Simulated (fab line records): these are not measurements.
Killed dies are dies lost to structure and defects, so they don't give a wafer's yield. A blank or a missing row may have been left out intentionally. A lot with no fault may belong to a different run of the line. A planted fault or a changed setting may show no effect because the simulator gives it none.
Chamber matching || flow gf180mcu || GF_STI_CMP_25 on cmp-01 has 4 sister chambers
The step polishes, stops on Si3N4, t overpolish 33 s, target thk 524.6 nm. 8 wafers are shown with their chamber, then 12 later ones without.

WAFERS, EACH WITH ITS CHAMBER
{"wafer": "L081.5", "chamber": 3, "motorCurrentA (A)": 10.8, "timeToEndpointS (s)": 124}
{"wafer": "L087.3", "chamber": 1, "motorCurrentA (A)": 12.7, "timeToEndpointS (s)": 131}
{"wafer": "L087.5", "chamber": 2, "motorCurrentA (A)": 12.8, "timeToEndpointS (s)": 132}
{"wafer": "L090.5", "chamber": 0, "motorCurrentA (A)": 12.6, "timeToEndpointS (s)": 116}
{"wafer": "L090.6", "chamber": 3, "motorCurrentA (A)": 10.0, "timeToEndpointS (s)": 121}
{"wafer": "L092.1", "chamber": 2, "motorCurrentA (A)": 12.3, "timeToEndpointS (s)": 130}
{"wafer": "L092.2", "chamber": 1, "motorCurrentA (A)": 12.0, "timeToEndpointS (s)": 132}
{"wafer": "L092.6", "chamber": 0, "motorCurrentA (A)": 13.9, "timeToEndpointS (s)": 123}

WAFERS WITH NO CHAMBER GIVEN
{"wafer": "L093.1", "motorCurrentA (A)": 11.7, "timeToEndpointS (s)": 126}
{"wafer": "L093.3", "motorCurrentA (A)": 12.8, "timeToEndpointS (s)": 131}
{"wafer": "L093.5", "motorCurrentA (A)": 12.6, "timeToEndpointS (s)": 133}
{"wafer": "L094.1", "motorCurrentA (A)": 10.8, "timeToEndpointS (s)": 125}
{"wafer": "L094.4", "motorCurrentA (A)": 13.3, "timeToEndpointS (s)": 119}
{"wafer": "L094.6", "motorCurrentA (A)": 12.8, "timeToEndpointS (s)": 118}
{"wafer": "L095.1", "motorCurrentA (A)": 13.1, "timeToEndpointS (s)": 125}
{"wafer": "L095.4", "motorCurrentA (A)": 11.1, "timeToEndpointS (s)": 123}
{"wafer": "L095.6", "motorCurrentA (A)": 13.2, "timeToEndpointS (s)": 116}
{"wafer": "L096.1", "motorCurrentA (A)": 10.4, "timeToEndpointS (s)": 128}
{"wafer": "L096.4", "motorCurrentA (A)": 12.1, "timeToEndpointS (s)": 125}
{"wafer": "L096.5", "motorCurrentA (A)": 12.2, "timeToEndpointS (s)": 129}

CHAMBER TAKEN BY EACH
{"wafer": "L093.1", "from the rows above": "can't be placed: 1 or 2 or 3 or 0", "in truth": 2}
{"wafer": "L093.3", "from the rows above": "can't be placed: 2 or 1", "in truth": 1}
{"wafer": "L093.5", "from the rows above": "can't be placed: 1 or 2", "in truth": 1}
{"wafer": "L094.1", "from the rows above": 3, "in truth": 3}
{"wafer": "L094.4", "from the rows above": 0, "in truth": 0}
{"wafer": "L094.6", "from the rows above": 0, "in truth": 0}
{"wafer": "L095.1", "from the rows above": "can't be placed: 0 or 2 or 1", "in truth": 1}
{"wafer": "L095.4", "from the rows above": 3, "in truth": 3}
{"wafer": "L095.6", "from the rows above": 0, "in truth": 0}
{"wafer": "L096.1", "from the rows above": "can't be placed: 3 or 1 or 2", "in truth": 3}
{"wafer": "L096.4", "from the rows above": "can't be placed: 2 or 1 or 0 or 3", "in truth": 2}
{"wafer": "L096.5", "from the rows above": "can't be placed: 2 or 1", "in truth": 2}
Correct placement for 5 of the 12. Can't be placed from these rows: 7 (the true chamber is among the candidates in 7). 0 placed wrongly.
How it was worked out, from the rows above alone: a wafer's distance from a chamber is the root of the sum, over the readings, of the square of ((its reading less the chamber's mean) divided by the reading's scatter). The wafer belongs to the nearest chamber; if the next one is less than 2 further off, it can't be placed. The mean given for a chamber averages the wafers shown for that chamber. How the scatter is found: for the shown wafers, subtract from each reading the mean of its chamber, square and add these, divide the total by (wafers less chambers), then take the root.
